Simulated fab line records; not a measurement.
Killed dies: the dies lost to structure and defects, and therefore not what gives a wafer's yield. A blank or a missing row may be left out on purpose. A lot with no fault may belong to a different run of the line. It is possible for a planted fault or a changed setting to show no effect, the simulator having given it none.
fab line records	flow sfq_line	part 1 of 2: steps 1 to 24 of 34
record lots=5	wafers=15	last_day=92
route steps=325 shown I3@136 M4@148 I4@163
lots that met no fault: from a run of the same line without faults
start_h: hours from the record's first day to the start of the lot's first wafer shown	wait_h: hours elapsed since this lot's preceding step	" unchanged from the row above	L1.1+2: several wafers, shown together as one row	- no value, or no start given	* or withheld: withheld	< > ~ a bound
route shown NAME@n: a module of which the file shows steps, and the number in the route of the first	usual: mean/standard deviation of fault-free wafers	same: alike in all rows	chamber/n: place in a boat	sites: each site's reading	_std_site: the values' standard deviation	_edge_site: the outer-site mean with the inner-site mean subtracted	radius_mm: for every site, how far away it sits from the centre of the wafer	mask NAME#n: copy n	behind: the last tool/chamber to shape the wafer	hold: cause of the lot's hold/its duration in hours/its outcome	device: which transistor (n, p or np) failed to switch	end of line: the same wafers' tests at the end of the route	a step without rows: its recipe alone	killed: dies that structure and defects cost at the first sort, which is not the same as the wafer's yield	map: dies across one wafer; x = killed, . = not, _ = none there
set.NAME: the setting as run; set.NAME@STEP: as run at that earlier step	model.NAME: the simulator's own value behind a step, which no gauge read
lots at selected steps of the route; one table per step, one row per wafer
services: the hour from which a tool's chamber was out of use, counted from the record's first day as start_h (under 0 if before that day), plus the number of hours and why
## steps
# step SFQ_TRILAYER_I3_METRO_MEASURE_083
# usual thk_nm=199.8/1.3
lot.wafer	tool	chamber	start_h	wait_h	thk_nm
L077.3	film_metro-04	-	1046.58	0.5	200.4
L077.5	"	-	"	"	200.6
L077.6	"	-	"	"	199.8
L078.1	film_metro-02	-	1055.14	0.1	200.8
L078.2	"	-	"	"	199.8
L078.5	"	-	"	"	199.3
L088.2	film_metro-01	-	1109.57	0.3	198.6
L088.5	"	-	"	"	198.3
L088.6	"	-	"	"	198.3
L092.3	film_metro-02	-	1216.01	0.5	201.7
L092.4	"	-	"	"	200.4
L092.6	"	-	"	"	202.0
L097.2	film_metro-04	-	1251.61	0.3	200.9
L097.3	"	-	"	"	199.5
L097.4	"	-	"	"	199.1
# step SFQ_TRILAYER_I3_VIA_LITHO_COAT_090
# recipe resist=BARC	spin_rpm=3000	resist_thk_nm=62
# usual exhaust_pa=45.0/0.83
lot.wafer	tool	chamber	start_h	wait_h	exhaust_pa
L077.3	litho_track-02	0	1047.70	0.9	45.0
L077.5	"	0	"	"	44.7
L077.6	"	0	"	"	45.0
L078.1	litho_track-01	0	1056.34	1.0	44.1
L078.2	"	0	"	"	45.3
L078.5	"	0	"	"	44.4
L088.2	litho_track-01	0	1110.62	0.8	45.6
L088.5	"	0	"	"	45.0
L088.6	"	0	"	"	44.3
L092.3	litho_track-01	0	1216.91	0.7	45.3
L092.4	"	0	"	"	44.6
L092.6	"	0	"	"	44.8
L097.2	litho_track-03	0	1252.66	0.8	45.2
L097.3	"	0	"	"	44.0
L097.4	"	0	"	"	44.4
# step SFQ_TRILAYER_I3_VIA_LITHO_COAT_085
# recipe resist=KrF	spin_rpm=3000	resist_thk_nm=650
# usual exhaust_pa=45.2/0.94
lot.wafer	tool	chamber	start_h	wait_h	exhaust_pa
L077.3	litho_track-02	0	1048.00	0.2	46.6
L077.5	"	0	"	"	45.9
L077.6	"	0	"	"	45.6
L078.1	litho_track-01	0	1056.64	0.2	44.9
L078.2	"	0	"	"	45.1
L078.5	"	0	"	"	44.9
L088.2	litho_track-01	0	1110.92	0.2	45.7
L088.5	"	0	"	"	46.7
L088.6	"	0	"	"	46.5
L092.3	litho_track-01	0	1217.21	0.2	45.1
L092.4	"	0	"	"	45.9
L092.6	"	0	"	"	44.8
L097.2	litho_track-03	0	1252.96	0.2	45.0
L097.3	"	0	"	"	44.5
L097.4	"	0	"	"	45.5
# step SFQ_TRILAYER_I3_VIA_LITHO_SOFTBAKE_089
# recipe temp_c=withheld	time_s=withheld	resist=KrF
# usual exhaust_pa=45.1/0.96
lot.wafer	tool	chamber	start_h	wait_h	exhaust_pa
L077.3	litho_track-02	0	1048.25	0.2	45.8
L077.5	"	0	"	"	44.8
L077.6	"	0	"	"	45.6
L078.1	litho_track-01	0	1056.94	0.2	47.0
L078.2	"	0	"	"	45.6
L078.5	"	0	"	"	45.8
L088.2	litho_track-01	0	1111.20	0.2	45.6
L088.5	"	0	"	"	45.5
L088.6	"	0	"	"	45.6
L092.3	litho_track-01	0	1217.46	0.2	46.5
L092.4	"	0	"	"	46.7
L092.6	"	0	"	"	46.2
L097.2	litho_track-03	0	1253.24	0.2	45.3
L097.3	"	0	"	"	45.8
L097.4	"	0	"	"	44.9
# step SFQ_TRILAYER_I3_VIA_LITHO_EXPOSE_086
# recipe mask_id=I3	na=0.6	source_shape=conventional	sigma_outer=0.65	target_cd_nm=500	dose_mj=21.3
lot.wafer	tool	chamber	start_h	wait_h	mask
L077.3+5+6	krf_scanner-01	0	1155.15	-	I3#0
L078.1+2+5	krf_scanner-01	0	1160.75	-	I3#0
L088.2+5+6	krf_scanner-01	0	1215.92	-	I3#0
L092.3+4+6	krf_scanner-01	0	1326.42	-	I3#0
L097.2+3+4	krf_scanner-01	0	1364.87	-	I3#0
# step SFQ_TRILAYER_I3_VIA_LITHO_PEB_088
# recipe peb_temp_c=115	peb_time_s=60	resist=KrF
# usual exhaust_pa=45.0/1
# same peb_time_s=60
lot.wafer	tool	chamber	start_h	wait_h	exhaust_pa
L077.3	litho_track-01	0	1156.00	0.7	44.4
L077.5	"	0	"	"	43.3
L077.6	"	0	"	"	44.3
L078.1	litho_track-02	0	1161.95	1.0	42.3
L078.2	"	0	"	"	43.0
L078.5	"	0	"	"	43.6
L088.2	litho_track-02	0	1216.95	0.8	46.5
L088.5	"	0	"	"	45.9
L088.6	"	0	"	"	45.9
L092.3	litho_track-02	0	1327.27	0.7	45.7
L092.4	"	0	"	"	44.6
L092.6	"	0	"	"	45.1
L097.2	litho_track-01	0	1365.90	0.8	44.2
L097.3	"	0	"	"	45.5
L097.4	"	0	"	"	45.3
# step SFQ_TRILAYER_I3_VIA_LITHO_DEVELOP_087
# recipe time_s=60	resist=KrF
# usual exhaust_pa=44.9/0.89
lot.wafer	tool	chamber	start_h	wait_h	exhaust_pa
L077.3	litho_track-01	0	1156.15	0.1	44.4
L077.5	"	0	"	"	43.8
L077.6	"	0	"	"	43.5
L078.1	litho_track-02	0	1162.10	0.1	44.4
L078.2	"	0	"	"	45.6
L078.5	"	0	"	"	43.9
L088.2	litho_track-02	0	1217.10	0.1	45.0
L088.5	"	0	"	"	45.5
L088.6	"	0	"	"	45.0
L092.3	litho_track-02	0	1327.42	0.1	44.7
L092.4	"	0	"	"	43.7
L092.6	"	0	"	"	44.4
L097.2	litho_track-01	0	1366.05	0.1	46.5
L097.3	"	0	"	"	45.5
L097.4	"	0	"	"	44.4
# step SFQ_I3_OVL_MEAS_923
# usual I3_OVL=-4/5.3
lot.wafer	tool	chamber	start_h	wait_h	I3_OVL[nm]
L077.3	overlay-02	-	1156.26	0.1	-4
L077.5	"	-	"	"	-7
L077.6	"	-	"	"	-4
L078.1	overlay-02	-	1162.25	0.1	0
L078.2	"	-	"	"	1
L078.5	"	-	"	"	1
L088.2	overlay-01	-	1217.23	0.1	-4
L088.5	"	-	"	"	4
L088.6	"	-	"	"	-3
L092.3	overlay-02	-	1327.53	0.1	-4
L092.4	"	-	"	"	0
L092.6	"	-	"	"	3
L097.2	overlay-02	-	1366.18	0.1	-12
L097.3	"	-	"	"	-14
L097.4	"	-	"	"	-8
# step SFQ_TRILAYER_I3_VIA_BARC_OPEN_VIA_ETCH_121
# recipe mask_material=PR	chemistry=O2	target_depth_nm=125	target=BARC	source_w=500	bias_w=80	pressure_mtorr=30	time_s=41.7
# usual drypump_motor_current_A=6.0/0.52	oes_product_au=0.686/0.0047	rf_fwd_power_W=495.1/2
lot.wafer	tool	chamber	start_h	wait_h	drypump_motor_current_A	oes_product_au	rf_fwd_power_W	rf_hours_counter_h
L077.3	rie_diel-04	3	1156.29	0.0	5.9	0.693	494.6	7
L077.5	"	1	"	"	6.6	0.683	497.9	-
L077.6	"	0	"	"	5.0	0.693	495.3	-
L078.1	rie_diel-03	1	1162.29	0.0	6.2	0.693	493.2	14
L078.2	"	3	"	"	6.3	0.684	496.3	10
L078.5	"	3	"	"	6.2	0.688	496.2	-
L088.2	rie_diel-02	1	1217.26	0.0	5.0	0.684	497.3	15
L088.5	"	0	"	"	6.1	0.695	493.5	-
L088.6	"	1	"	"	5.0	0.692	498.7	-
L092.3	rie_diel-02	1	1327.56	0.0	5.0	0.685	495.4	17
L092.4	"	2	"	"	6.4	0.686	493.9	11
L092.6	"	1	"	"	5.0	0.683	497.8	-
L097.2	rie_diel-03	3	1366.21	0.0	6.2	0.694	496.0	14
L097.3	"	1	"	"	6.2	0.687	494.5	17
L097.4	"	0	"	"	5.7	0.681	492.2	1
# step SFQ_TRILAYER_I3_VIA_ETCH_VIA_ETCH_088
# recipe target=SiO2	stop_on=Nb	mask_material=PR	taper_deg=20	chemistry=CHF3	target_depth_nm=260	source_w=500	bias_w=80	pressure_mtorr=30	time_s=withheld
# usual drypump_motor_current_A=6.0/0.52	oes_product_au=0.854/0.0053	rf_fwd_power_W=498.4/1.7
lot.wafer	tool	chamber	start_h	wait_h	drypump_motor_current_A	oes_product_au	rf_fwd_power_W
L077.3	rie_diel-04	3	1156.33	0.0	5.8	0.853	502.3
L077.5	"	1	"	"	6.6	0.856	499.3
L077.6	"	0	"	"	5.0	0.857	499.0
L078.1	rie_diel-03	1	1162.33	0.0	6.2	0.860	497.1
L078.2	"	3	"	"	6.3	0.861	500.3
L078.5	"	3	"	"	6.2	0.849	499.8
L088.2	rie_diel-02	1	1217.30	0.0	5.0	0.857	500.7
L088.5	"	0	"	"	6.0	0.852	496.9
L088.6	"	1	"	"	5.0	0.848	500.2
L092.3	rie_diel-02	1	1327.60	0.0	5.0	0.848	499.6
L092.4	"	2	"	"	6.4	0.859	498.7
L092.6	"	1	"	"	5.0	0.862	499.5
L097.2	rie_diel-03	3	1366.25	0.0	6.3	0.858	498.7
L097.3	"	1	"	"	6.2	0.854	496.0
L097.4	"	0	"	"	5.7	0.845	497.3
# step SFQ_TRILAYER_I3_VIA_STRIP_STRIP_089
# recipe gas=O2	power_w=200	platen_temp_c=40	overash_fraction=0.65	chemistry=O2	pressure_mtorr=50
# usual drypump_motor_current_A=5.7/0.46	oes_product_au=0.999/0.012
lot.wafer	tool	chamber	start_h	wait_h	drypump_motor_current_A	oes_product_au	rf_hours_counter_h
L077.3	rie_metal-02	1	1156.64	-	5.4	0.989	-
L077.5	"	0	"	"	5.1	0.990	-
L077.6	"	1	"	"	5.4	0.983	-
L078.1	rie_metal-02	0	1162.44	-	5.1	0.985	118
L078.2	"	1	"	"	5.4	0.982	94
L078.5	"	1	"	"	5.4	0.977	-
L088.2	rie_metal-02	1	1217.41	-	5.4	0.999	102
L088.5	"	0	"	"	5.1	0.987	-
L088.6	"	1	"	"	5.4	0.995	-
L092.3	rie_metal-03	0	1327.91	-	6.0	1.009	-
L092.4	"	1	"	"	6.4	1.009	-
L092.6	"	1	"	"	6.4	1.015	-
L097.2	rie_metal-02	1	1366.56	-	5.4	0.989	-
L097.3	"	1	"	"	5.4	0.999	-
L097.4	"	1	"	"	5.4	1.000	-
# step SFQ_TRILAYER_I3_VIA_STRIP_SOLV_CLEAN_090
# recipe chemistry=NMP	temp_c=70	time_s=600
# usual bath_guard_temp_C=70.0/0.43
lot.wafer	tool	chamber	start_h	wait_h	bath_guard_temp_C
L077.3	wet_bench-03	0	1157.04	0.2	69.2
L077.5	"	3	"	"	70.2
L077.6	"	2	"	"	69.1
L078.1	wet_bench-03	2	1163.04	0.4	69.3
L078.2	"	5	"	"	70.1
L078.5	"	3	"	"	70.3
L088.2	wet_bench-02	0	1218.01	0.4	70.1
L088.5	"	1	"	"	70.0
L088.6	"	5	"	"	70.2
L092.3	wet_bench-02	2	1328.31	0.2	69.9
L092.4	"	1	"	"	70.1
L092.6	"	0	"	"	70.2
L097.2	wet_bench-03	7	1367.56	0.8	69.3
L097.3	"	1	"	"	70.1
L097.4	"	2	"	"	69.5
# step SFQ_TRILAYER_M4_DEP_PRE_CLEAN_092
# recipe gas=Ar	time_s=22.5	bias_v=250
lot.wafer	tool	chamber	start_h	wait_h
L077.3+5+6	pvd_sputter-03	-	1157.21	0.0
L078.1+2+5	pvd_sputter-03	-	1163.21	0.0
L088.2+5+6	pvd_sputter-05	-	1218.20	0.0
L092.3+4+6	pvd_sputter-05	-	1328.49	0.0
L097.2+3+4	pvd_sputter-04	-	1367.74	0.0
# step SFQ_TRILAYER_M4_DEP_SPUTTER_091
# recipe material=Nb	base_pressure_pa=1.33e-06	chamber_pressure_pa=0.1333	substrate_temp_c=20	resputter_cathode_voltage_v=400	target_thk_nm=200	power_w=2000	time_s=128.8
# usual throttle_valve_pct=30.3/0.94
lot.wafer	tool	chamber	start_h	wait_h	throttle_valve_pct
L077.3	pvd_sputter-03	-	1157.24	0.0	29.0
L077.5	"	-	"	"	28.8
L077.6	"	-	"	"	30.5
L078.1	pvd_sputter-03	-	1163.24	0.0	30.5
L078.2	"	-	"	"	30.2
L078.5	"	-	"	"	32.1
L088.2	pvd_sputter-05	-	1218.23	0.0	30.7
L088.5	"	-	"	"	30.1
L088.6	"	-	"	"	30.0
L092.3	pvd_sputter-05	-	1328.51	0.0	29.9
L092.4	"	-	"	"	30.2
L092.6	"	-	"	"	31.0
L097.2	pvd_sputter-04	-	1367.76	0.0	28.0
L097.3	"	-	"	"	28.7
L097.4	"	-	"	"	29.3
# step SFQ_M4_RS_MEAS_924
# recipe thk_meas_gauge=four-point-probe	reads=Nb_of_TRILAYER_M4_DEP_SPUTTER_091
# usual M4_NB_RS=0.923/0.012
lot.wafer	tool	chamber	start_h	wait_h	M4_NB_RS[ohm/sq]
L077.3	film_metro-02	-	1157.37	0.1	0.921
L077.5	"	-	"	"	0.925
L077.6	"	-	"	"	0.916
L078.1	film_metro-04	-	1163.33	0.0	0.931
L078.2	"	-	"	"	0.922
L078.5	"	-	"	"	0.909
L088.2	film_metro-02	-	1218.34	0.1	0.916
L088.5	"	-	"	"	0.918
L088.6	"	-	"	"	0.917
L092.3	film_metro-04	-	1328.65	0.1	0.941
L092.4	"	-	"	"	0.925
L092.6	"	-	"	"	0.926
L097.2	film_metro-04	-	1367.88	0.1	0.904
L097.3	"	-	"	"	0.917
L097.4	"	-	"	"	0.909
# step SFQ_TRILAYER_M4_LITHO_COAT_098
# recipe resist=BARC	spin_rpm=3000	resist_thk_nm=62
# usual exhaust_pa=45.0/0.89
lot.wafer	tool	chamber	start_h	wait_h	exhaust_pa
L077.3	litho_track-04	0	1157.61	0.1	43.9
L077.5	"	0	"	"	44.0
L077.6	"	0	"	"	46.2
L078.1	litho_track-01	0	1163.51	0.1	46.1
L078.2	"	0	"	"	44.5
L078.5	"	0	"	"	45.3
L088.2	litho_track-02	0	1218.55	0.1	46.7
L088.5	"	0	"	"	44.9
L088.6	"	0	"	"	46.1
L092.3	litho_track-02	0	1328.89	0.1	44.5
L092.4	"	0	"	"	44.8
L092.6	"	0	"	"	43.9
L097.2	litho_track-04	0	1368.09	0.1	44.4
L097.3	"	0	"	"	44.5
L097.4	"	0	"	"	46.2
# step SFQ_TRILAYER_M4_LITHO_COAT_093
# recipe resist=KrF	spin_rpm=3000	resist_thk_nm=600
# usual exhaust_pa=44.9/0.94
lot.wafer	tool	chamber	start_h	wait_h	exhaust_pa
L077.3	litho_track-04	0	1157.91	0.2	45.2
L077.5	"	0	"	"	45.8
L077.6	"	0	"	"	44.4
L078.1	litho_track-01	0	1163.81	0.2	43.9
L078.2	"	0	"	"	45.2
L078.5	"	0	"	"	43.2
L088.2	litho_track-02	0	1218.85	0.2	45.9
L088.5	"	0	"	"	45.3
L088.6	"	0	"	"	45.5
L092.3	litho_track-02	0	1329.19	0.2	44.0
L092.4	"	0	"	"	45.0
L092.6	"	0	"	"	45.0
L097.2	litho_track-04	0	1368.39	0.2	45.2
L097.3	"	0	"	"	44.0
L097.4	"	0	"	"	44.6
# step SFQ_TRILAYER_M4_LITHO_SOFTBAKE_097
# recipe temp_c=withheld	time_s=withheld	resist=KrF
# usual exhaust_pa=45.1/0.95
lot.wafer	tool	chamber	start_h	wait_h	exhaust_pa
L077.3	litho_track-04	0	1158.16	0.2	45.1
L077.5	"	0	"	"	43.9
L077.6	"	0	"	"	45.1
L078.1	litho_track-01	0	1164.11	0.2	45.9
L078.2	"	0	"	"	44.1
L078.5	"	0	"	"	44.8
L088.2	litho_track-02	0	1219.13	0.2	46.0
L088.5	"	0	"	"	45.6
L088.6	"	0	"	"	47.6
L092.3	litho_track-02	0	1329.44	0.2	45.1
L092.4	"	0	"	"	44.6
L092.6	"	0	"	"	44.0
L097.2	litho_track-04	0	1368.66	0.2	45.7
L097.3	"	0	"	"	46.2
L097.4	"	0	"	"	45.3
# step SFQ_TRILAYER_M4_LITHO_EXPOSE_094
# recipe mask_id=M4	na=0.6	source_shape=conventional	sigma_outer=0.65	target_cd_nm=500	dose_mj=14.4
lot.wafer	tool	chamber	start_h	wait_h	mask
L077.3+5+6	krf_scanner-02	0	1257.90	-	M4#0
L078.1+2+5	krf_scanner-02	0	1265.90	-	M4#0
L088.2+5+6	krf_scanner-01	0	1328.62	-	M4#0
L092.3+4+6	krf_scanner-02	0	1425.97	-	M4#0
L097.2+3+4	krf_scanner-01	0	1466.70	-	M4#0
# step SFQ_TRILAYER_M4_LITHO_PEB_096
# recipe peb_temp_c=115	peb_time_s=60	resist=KrF
# usual exhaust_pa=44.8/0.85
# same peb_time_s=60
lot.wafer	tool	chamber	start_h	wait_h	exhaust_pa
L077.3	litho_track-04	0	1258.75	0.7	45.3
L077.5	"	0	"	"	44.3
L077.6	"	0	"	"	44.2
L078.1	litho_track-04	0	1267.10	1.0	44.9
L078.2	"	0	"	"	45.9
L078.5	"	0	"	"	44.3
L088.2	litho_track-01	0	1329.65	0.8	45.8
L088.5	"	0	"	"	45.9
L088.6	"	0	"	"	44.8
L092.3	litho_track-02	0	1426.82	0.7	44.7
L092.4	"	0	"	"	44.1
L092.6	"	0	"	"	43.9
L097.2	litho_track-04	0	1467.72	0.8	45.3
L097.3	"	0	"	"	44.3
L097.4	"	0	"	"	46.2
# step SFQ_TRILAYER_M4_LITHO_DEVELOP_095
# recipe time_s=60	resist=KrF
# usual exhaust_pa=44.9/0.97
lot.wafer	tool	chamber	start_h	wait_h	exhaust_pa
L077.3	litho_track-04	0	1258.90	0.1	45.4
L077.5	"	0	"	"	46.6
L077.6	"	0	"	"	45.5
L078.1	litho_track-04	0	1267.25	0.1	43.7
L078.2	"	0	"	"	45.1
L078.5	"	0	"	"	44.6
L088.2	litho_track-01	0	1329.80	0.1	44.6
L088.5	"	0	"	"	43.5
L088.6	"	0	"	"	43.9
L092.3	litho_track-02	0	1426.97	0.1	43.9
L092.4	"	0	"	"	44.6
L092.6	"	0	"	"	44.2
L097.2	litho_track-04	0	1467.87	0.1	45.3
L097.3	"	0	"	"	44.1
L097.4	"	0	"	"	44.2
# step SFQ_M4_OVL_MEAS_926
# usual M4_OVL=2/5.2
lot.wafer	tool	chamber	start_h	wait_h	M4_OVL[nm]
L077.3	overlay-02	-	1259.01	0.1	-2
L077.5	"	-	"	"	-5
L077.6	"	-	"	"	-2
L078.1	overlay-02	-	1267.40	0.1	4
L078.2	"	-	"	"	11
L078.5	"	-	"	"	8
L088.2	overlay-02	-	1329.93	0.1	2
L088.5	"	-	"	"	5
L088.6	"	-	"	"	1
L092.3	overlay-01	-	1427.08	0.1	1
L092.4	"	-	"	"	6
L092.6	"	-	"	"	6
L097.2	overlay-02	-	1468.00	0.1	3
L097.3	"	-	"	"	0
L097.4	"	-	"	"	8
# step SFQ_TRILAYER_M4_BARC_OPEN_METAL_ETCH_123
# recipe mask_material=PR	chemistry=O2	target_depth_nm=125	target=BARC	icp_w=600	bias_w=80	pressure_mtorr=10	time_s=41.7
# usual drypump_motor_current_A=5.7/0.39	oes_product_au=0.685/0.0047	rf_fwd_power_W=593.9/2.3
lot.wafer	tool	chamber	start_h	wait_h	drypump_motor_current_A	oes_product_au	rf_fwd_power_W	rf_hours_counter_h
L077.3	rie_metal-02	1	1259.05	0.0	5.4	0.689	594.2	-
L077.5	"	1	"	"	5.4	0.684	590.6	-
L077.6	"	0	"	"	5.1	0.684	595.1	-
L078.1	rie_metal-02	0	1267.43	0.0	5.1	0.691	593.5	134
L078.2	"	1	"	"	5.4	0.689	594.1	110
L078.5	"	1	"	"	5.4	0.684	591.6	-
L088.2	rie_metal-04	0	1329.96	0.0	5.8	0.690	594.3	43
L088.5	"	1	"	"	6.0	0.683	593.9	-
L088.6	"	0	"	"	5.8	0.688	594.1	-
L092.3	rie_metal-01	0	1427.13	0.0	6.1	0.684	595.7	-
L092.4	"	1	"	"	6.0	0.682	592.5	-
L092.6	"	1	"	"	6.0	0.681	594.2	-
L097.2	rie_metal-02	1	1468.03	0.0	5.4	0.685	591.6	136
L097.3	"	1	"	"	5.3	0.682	593.3	-
L097.4	"	0	"	"	5.1	0.677	595.9	-
# step SFQ_TRILAYER_M4_ETCH_METAL_ETCH_096
# recipe target=Nb	stop_on=SiO2	mask_material=PR	chemistry=Cl2/Ar	target_depth_nm=240	icp_w=600	bias_w=80	pressure_mtorr=10	time_s=120
# usual drypump_motor_current_A=5.7/0.39	oes_product_au=0.876/0.008	rf_fwd_power_W=597.6/1.8
lot.wafer	tool	chamber	start_h	wait_h	drypump_motor_current_A	oes_product_au	rf_fwd_power_W	rf_hours_counter_h
L077.3	rie_metal-02	1	1259.13	0.1	5.3	0.876	596.3	-
L077.5	"	1	"	"	5.4	0.879	599.6	-
L077.6	"	0	"	"	5.0	0.878	594.2	-
L078.1	rie_metal-02	0	1267.49	0.0	5.1	0.871	596.5	134
L078.2	"	1	"	"	5.4	0.881	595.1	110
L078.5	"	1	"	"	5.4	0.889	596.2	-
L088.2	rie_metal-04	0	1330.02	0.0	5.8	0.881	597.5	43
L088.5	"	1	"	"	6.0	0.880	594.1	-
L088.6	"	0	"	"	5.8	0.883	596.3	-
L092.3	rie_metal-01	0	1427.21	0.1	6.1	0.865	597.9	-
L092.4	"	1	"	"	5.9	0.874	596.9	-
L092.6	"	1	"	"	6.0	0.875	597.6	-
L097.2	rie_metal-02	1	1468.09	0.0	5.4	0.893	595.6	136
L097.3	"	1	"	"	5.4	0.878	596.5	-
L097.4	"	0	"	"	5.1	0.889	599.3	-
